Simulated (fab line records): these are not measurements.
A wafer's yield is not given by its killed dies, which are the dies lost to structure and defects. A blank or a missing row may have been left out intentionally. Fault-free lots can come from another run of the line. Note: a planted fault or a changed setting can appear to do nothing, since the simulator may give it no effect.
Which tool is to blame? + flow sky130 + 11 lots, 33 wafers sampled, at 5 steps of a route of 708

## WHAT THE GAUGES READ, wafer by wafer
SKY_VT_ADJUST_LVTN_OVL_MEAS_18. Usual: VT_ADJUST_LVTN_01_OVL typically reads -0.1 nm, with standard deviation 1.4.
| lot  | measured     | on         | VT_ADJUST_LVTN_01_OVL (nm) | flag |
|------|--------------|------------|----------------------------|------|
| L800 | day 8 03:38  | overlay-02 | -2.4 -3.4 -2.3             |      |
| L801 | day 8 04:47  | overlay-01 | 2.3 0.7 2.8                |      |
| L802 | day 8 13:20  | overlay-01 | 0.6 0.0 -0.5               |      |
| L803 | day 8 18:07  | overlay-02 | -1.2 1.7 1.2               |      |
| L805 | day 9 10:37  | overlay-01 | -0.9 -0.7 -1.8             |      |
| L809 | day 10 14:46 | overlay-01 | 1.9 0.5 1.5                |      |
| L810 | day 10 23:52 | overlay-01 | 1.1 1.6 2.3                |      |
| L812 | day 11 09:38 | overlay-01 | 0.0 1.7 0.7                |      |
| L817 | day 12 15:55 | overlay-02 | -0.4 -1.2 -1.1             |      |
| L821 | day 14 03:49 | overlay-01 | 1.7 0.7 2.2                |      |
| L822 | day 14 09:25 | overlay-02 | -3.0 0.2 -1.1              |      |

SKY_VT_ADJUST_NCORE_OVL_MEAS_08. Usual: VT_ADJUST_NCORE_OVL typically reads -0.3 nm, with standard deviation 1.6.
| lot  | measured     | on         | VT_ADJUST_NCORE_OVL (nm) | flag |
|------|--------------|------------|--------------------------|------|
| L800 | day 9 00:25  | overlay-02 | -0.3 -1.1 -0.3           |      |
| L801 | day 9 01:26  | overlay-02 | -3.2 -1.2 -2.8           |      |
| L802 | day 9 10:33  | overlay-01 | 0.2 1.7 0.7              |      |
| L803 | day 9 16:09  | overlay-02 | -1.4 -1.9 -3.2           |      |
| L805 | day 10 10:11 | overlay-02 | -0.3 -0.4 -2.7           |      |
| L809 | day 11 13:56 | overlay-02 | -0.1 -0.5 -1.6           |      |
| L810 | day 11 23:38 | overlay-02 | 2.5 1.3 2.4              |      |
| L812 | day 12 09:44 | overlay-01 | 1.4 1.8 2.1              |      |
| L817 | day 13 17:47 | overlay-01 | 0.3 0.0 -2.2             |      |
| L821 | day 15 05:50 | overlay-02 | -0.5 -0.6 0.5            |      |
| L822 | day 15 12:11 | overlay-01 | 1.4 -1.0 0.5             |      |

SKY_SONOS_ONO_THK_MEAS_01. Usual: SONOS_ONO_OXIDATION_THK typically reads 2.60 nm, with standard deviation 0.052.
| lot  | measured     | on            | SONOS_ONO_OXIDATION_THK (nm)  | flag |
|------|--------------|---------------|-------------------------------|------|
| L800 | day 11 23:02 | film-metro-03 | 2.63 2.59 2.59                |      |
| L801 | day 12 01:45 | film-metro-03 | 2.58 2.64 2.63                |      |
| L802 | day 12 11:01 | film-metro-04 | 2.50 2.62 2.60                |      |
| L803 | day 12 17:09 | film-metro-04 | 2.59 2.61 2.54                |      |
| L805 | day 13 11:53 | film-metro-04 | 2.62 2.63 2.61                |      |
| L809 | day 15 01:18 | film-metro-01 | 3.76 3.75 3.81 3.81 3.76 3.76 | OFF  |
| L810 | day 15 06:50 | film-metro-03 | 3.79 3.71 3.76 3.78 3.75 3.74 | OFF  |
| L812 | day 15 17:10 | film-metro-03 | 3.71 3.72 3.74 3.67 3.69 3.71 | OFF  |
| L817 | day 17 07:10 | film-metro-04 | 2.64 2.55 2.57                |      |
| L821 | day 18 22:42 | film-metro-03 | 2.53 2.59 2.57                |      |
| L822 | day 19 07:56 | film-metro-04 | 2.60 2.58 2.59                |      |

## WHAT TOOL EACH LOT RAN ON (gives the tool, then ch and the chambers of the sampled wafers, and finally the start)
| lot  | SKY_VT_ADJUST_HVTP_STRIP_10          | SKY_SONOS_ONO_OXIDATION_00    |
|------|--------------------------------------|-------------------------------|
| L800 | plasma-asher-01 ch 0,1, day 6 12:09  | furnace-02 ch 0, day 11 21:40 |
| L801 | plasma-asher-01 ch 0,1, day 6 13:02  | furnace-02 ch 0, day 12 00:25 |
| L802 | plasma-asher-04 ch 0,1, day 6 21:24  | furnace-01 ch 0, day 12 09:38 |
| L803 | plasma-asher-02 ch 0,1, day 7 01:44  | furnace-01 ch 0, day 12 15:49 |
| L805 | plasma-asher-02 ch 0,1, day 7 15:32  | furnace-01 ch 0, day 13 10:32 |
| L809 | plasma-asher-04 ch 0,1, day 8 17:07  | furnace-02 ch 0, day 14 23:57 |
| L810 | plasma-asher-01 ch 0,1, day 9 02:25  | furnace-02 ch 0, day 15 05:29 |
| L812 | plasma-asher-04 ch 0,1, day 9 11:17  | furnace-02 ch 0, day 15 15:48 |
| L817 | plasma-asher-04 ch 0,1, day 10 18:37 | furnace-01 ch 0, day 17 05:49 |
| L821 | plasma-asher-01 ch 0,1, day 12 00:50 | furnace-02 ch 0, day 18 21:20 |
| L822 | plasma-asher-02 ch 0,1, day 12 07:36 | furnace-01 ch 0, day 19 06:35 |
- SKY_VT_ADJUST_HVTP_STRIP_10: strips in O2/N2.
- SKY_SONOS_ONO_OXIDATION_00: stabilise 600 s, purge 300 s, target thk 2.6 nm.

## WHAT THE TOOLS THEMSELVES READ (means of the sampled wafers that have a number; where no wafer has one, the mark that the record gives instead)
SKY_VT_ADJUST_HVTP_STRIP_10. Usual: drypump-motor-current-A 5.9 A, standard deviation 0.64; n2-flow-sccm 299.9 sccm, standard deviation 0.88; oes-product-au 0.716 a.u., standard deviation 0.0045; strip-time-to-endpoint-s 14.08 s, standard deviation 0.039.
| lot  | tool            | drypump-motor-current-A (A) | n2-flow-sccm (sccm) | oes-product-au (a.u.) | strip-time-to-endpoint-s (s) | flag |
|------|-----------------|-----------------------------|---------------------|-----------------------|------------------------------|------|
| L800 | plasma-asher-01 | 5.1                         | 300.3               | 0.716                 | 14.01                        |      |
| L801 | plasma-asher-01 | 5.1                         | 300.1               | 0.715                 | 14.02                        |      |
| L802 | plasma-asher-04 | 6.5                         | 300.0               | 0.715                 | 14.05                        |      |
| L803 | plasma-asher-02 | 5.9                         | 300.3               | 0.718                 | 14.05                        |      |
| L805 | plasma-asher-02 | 5.9                         | 300.5               | 0.713                 | 14.12                        |      |
| L809 | plasma-asher-04 | 6.5                         | 299.9               | 0.716                 | 14.11                        |      |
| L810 | plasma-asher-01 | 5.1                         | 300.4               | 0.717                 | 14.10                        |      |
| L812 | plasma-asher-04 | 6.3                         | 300.6               | 0.720                 | 14.07                        |      |
| L817 | plasma-asher-04 | 6.2                         | 300.2               | 0.719                 | 14.10                        |      |
| L821 | plasma-asher-01 | 5.3                         | 299.9               | 0.716                 | 14.03                        |      |
| L822 | plasma-asher-02 | 5.9                         | 299.9               | 0.717                 | 14.03                        |      |

SKY_SONOS_ONO_OXIDATION_00. Usual: spike-tc-bottom-C 821.9 C, standard deviation 2.3; spike-tc-centre-C 799.2 C, standard deviation 1.7; spike-tc-lower-C 800.8 C, standard deviation 1.1; spike-tc-top-C 808.8 C, standard deviation 3; spike-tc-upper-C 801.8 C, standard deviation 1.7; tube-center-temp-C 800 C, standard deviation 0.067; tube_center_temp_C_max 802.1, standard deviation 0.36; zone-power-centre-pct 15.30 %, standard deviation 0.29.
| lot  | tool       | spike-tc-bottom-C (C) | spike-tc-centre-C (C) | spike-tc-lower-C (C) | spike-tc-top-C (C) | spike-tc-upper-C (C) | tube-center-temp-C (C) | tube_center_temp_C_max | zone-power-centre-pct (%) | flag |
|------|------------|-----------------------|-----------------------|----------------------|--------------------|----------------------|------------------------|------------------------|---------------------------|------|
| L800 | furnace-02 | 819.7                 | 797.7                 | 799.9                | 806.2              | 800.1                | 800                    | 802.1                  | 15.40                     |      |
| L801 | furnace-02 | 821.3                 | 798.4                 | 800.5                | 805.4              | 799.8                | 800                    | 802.2                  | 15.54                     |      |
| L802 | furnace-01 | 824.0                 | 800.3                 | 801.9                | 811.8              | 802.6                | 800                    | 802.1                  | 14.99                     |      |
| L803 | furnace-01 | 824.5                 | 801.0                 | 801.6                | 811.2              | 803.5                | 800                    | 802.2                  | 14.95                     |      |
| L805 | furnace-01 | 822.9                 | 800.6                 | 801.2                | 811.6              | 802.8                | 800                    | 802.2                  | 15.02                     |      |
| L809 | furnace-02 | 846.6                 | 824.8                 | 826.7                | 832.4              | 826.3                | 827                    | 828.6                  | 16.64                     | OFF  |
| L810 | furnace-02 | 846.0                 | 824.8                 | 826.6                | 831.9              | 827.3                | 827                    | 828.7                  | 16.70                     | OFF  |
| L812 | furnace-02 | 847.0                 | 823.2                 | 827.1                | 832.0              | 826.8                | 827                    | 828.7                  | 16.74                     | OFF  |
| L817 | furnace-01 | 824.0                 | 801.2                 | 800.8                | 810.8              | 802.9                | 800                    | 802.0                  | 14.99                     |      |
| L821 | furnace-02 | 820.6                 | 798.1                 | 801.2                | 806.5              | 800.7                | 800                    | 802.1                  | 15.66                     |      |
| L822 | furnace-01 | 824.2                 | 800.0                 | 799.7                | 811.9              | 803.0                | 800                    | 802.3                  | 15.02                     |      |

## THE ANSWER, worked out from the rows above alone
Rule: take the mean of a lot's wafers that have a number; if it is more than 3 standard deviations from the usual mean, the lot is off. Also off: a lot with no number at a reading for which 4 or more lots have one. Any other lot the step has rows for is counted as sound. The gauges are gone through in route order, then the tools' own readings, and for those a lot's mean is taken as printed above. The first step at which some lot is off is used, and at that step the reading that is off furthest; a lot without a number counts as furthest.
Off: at SKY_SONOS_ONO_THK_MEAS_01 (SONOS_ONO_OXIDATION_THK), L809, L810, L812.
If a tool, at a process step before that reading, ran all the lots that are off and no sound lot after the first of them, it fits. The gauges at SKY_SONOS_ONO_THK_MEAS_01 aren't tried: what is off there is off at SKY_SONOS_ONO_OXIDATION_00 too, on other tools, and a gauge's error can't cause that. Not one of the candidates tried fits.

## WHAT WAS PUT IN BY THE SIMULATOR
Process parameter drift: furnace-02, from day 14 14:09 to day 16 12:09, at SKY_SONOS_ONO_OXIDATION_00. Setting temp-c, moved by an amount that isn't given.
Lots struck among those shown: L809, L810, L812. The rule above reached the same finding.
